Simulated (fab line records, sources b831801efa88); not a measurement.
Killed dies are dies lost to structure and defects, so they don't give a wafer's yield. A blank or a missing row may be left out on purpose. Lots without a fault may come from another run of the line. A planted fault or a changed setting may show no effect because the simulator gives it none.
Which tool did it? | flow gf180mcu | 12 lots, 36 wafers sampled, at 3 steps of a route of 602

WHAT THE GAUGES READ, wafer by wafer
GF_TOP_METAL_RS_MEAS_05: measures by four-point-probe. Usual: TOP_METAL_ALCU_RS 0.0326 ohm/sq, standard deviation 0.00037.
lot  | measured     | on            | TOP_METAL_ALCU_RS (ohm/sq) | flag
L997 | day 27 07:25 | film_metro-02 | 0.0333 0.0329 0.0332       |
L998 | day 27 19:26 | film_metro-02 | 0.0328 0.0330 0.0326       |
L999 | day 28 02:20 | film_metro-02 | 0.0322 0.0322 0.0321       |
L100 | day 28 12:17 | film_metro-03 | 0.0325 0.0330 0.0326       |
L101 | day 28 16:56 | film_metro-02 | 0.0324 0.0330 0.0330       |
L102 | day 29 02:19 | film_metro-03 | 0.0326 0.0321 0.0321       |
L103 | day 29 07:38 | film_metro-01 | 0.0325 0.0330 0.0325       |
L105 | day 29 18:43 | film_metro-02 | 0.0325 0.0321 0.0320       |
L106 | day 30 05:40 | film_metro-03 | 0.0328 0.0329 0.0326       |
L108 | day 31 02:02 | film_metro-02 | 0.0323 0.0320 0.0319       |
L110 | day 31 07:21 | film_metro-01 | 0.0329 0.0329 0.0331       |
L118 | day 33 05:28 | film_metro-01 | 0.0326 0.0332 0.0329       |

GF_PASSIVATION_THK_MEAS_03. Usual: PASSIVATION_CVD_02_THK 698 nm, standard deviation 9.2.
lot  | measured     | on            | PASSIVATION_CVD_02_THK (nm) | flag
L997 | day 28 04:47 | film_metro-04 | 690 706 707                 |
L998 | day 28 15:56 | film_metro-01 | 687 703 707                 |
L999 | day 28 23:07 | film_metro-03 | 686 707 700                 |
L100 | day 29 08:46 | film_metro-01 | 680 688 697                 |
L101 | day 29 13:59 | film_metro-01 | 685 701 704                 |
L102 | day 29 22:15 | film_metro-03 | 696 707 698                 |
L103 | day 30 03:28 | film_metro-01 | 696 706 699                 |
L105 | day 30 15:01 | film_metro-04 | 699 706 708                 |
L106 | day 31 01:11 | film_metro-04 | 692 700 696                 |
L108 | day 31 20:56 | film_metro-04 | 704 707 723                 |
L110 | day 32 01:13 | film_metro-01 | 703 700 712                 |
L118 | day 33 22:17 | film_metro-01 | 696 688 691                 |

WHICH TOOL RAN EACH LOT (tool, then ch and the chambers of the sampled wafers, then the start)
lot  | GF_V2_CVD_02
L997 | pecvd-04 ch 0,1,2, day 19 05:27
L998 | pecvd-01 ch 1,2, day 19 20:31
L999 | pecvd-01 ch 1,2, day 20 06:40
L100 | pecvd-04 ch 0,2, day 20 16:22
L101 | pecvd-01 ch 0,2, day 21 00:22
L102 | pecvd-02 ch 0,2, day 21 12:24
L103 | pecvd-04 ch 0,1,2, day 21 16:46
L105 | pecvd-04 ch 1,2, day 22 07:49
L106 | pecvd-04 ch 0,2, day 22 19:42
L108 | pecvd-04 ch 0,2, day 23 20:37
L110 | pecvd-04 ch 0,2, day 24 02:11
L118 | pecvd-01 ch 0,2, day 26 14:51
- GF_V2_CVD_02: deposits SiO2 from TEOS, target thk 850 nm, time 94.851 s.

WHAT THE TOOLS THEMSELVES READ (means of the sampled wafers that have a number; where no wafer has one, the mark that the record gives instead)
GF_V2_CVD_02. Usual: heater_power_w 622 W, standard deviation 68; susceptor_temp_C 399.96 C, standard deviation 0.23.
lot  | tool     | heater_power_w (W) | susceptor_temp_C (C) | flag
L997 | pecvd-04 | 655                | 400.03               |
L998 | pecvd-01 | 616                | 399.73               |
L999 | pecvd-01 | 667                | 399.84               |
L100 | pecvd-04 | 660                | 399.85               |
L101 | pecvd-01 | 662                | 399.87               |
L102 | pecvd-02 | 659                | 399.76               |
L103 | pecvd-04 | 659                | 400.07               |
L105 | pecvd-04 | 705                | 400.00               |
L106 | pecvd-04 | 631                | 399.97               |
L108 | pecvd-04 | 636                | 399.94               |
L110 | pecvd-04 | 639                | 400.05               |
L118 | pecvd-01 | 616                | 399.87               |

THE ANSWER, worked out from the rows above alone
Rule: a lot is off if the mean of its wafers that have a number lies more than 3 standard deviations from the usual mean. A lot without any number at a reading at which 4 lots or more have one is off too. The other lots that the step has rows for count as sound. The gauges are gone through in route order, then the tools' own readings, and for those a lot's mean is taken as printed above. The first step at which some lot is off is used, and at that step the reading that is off furthest; a lot without a number counts as furthest.
No lot is off at any reading shown: from this, nothing can be told.

WHAT THE SIMULATOR HAD PUT IN
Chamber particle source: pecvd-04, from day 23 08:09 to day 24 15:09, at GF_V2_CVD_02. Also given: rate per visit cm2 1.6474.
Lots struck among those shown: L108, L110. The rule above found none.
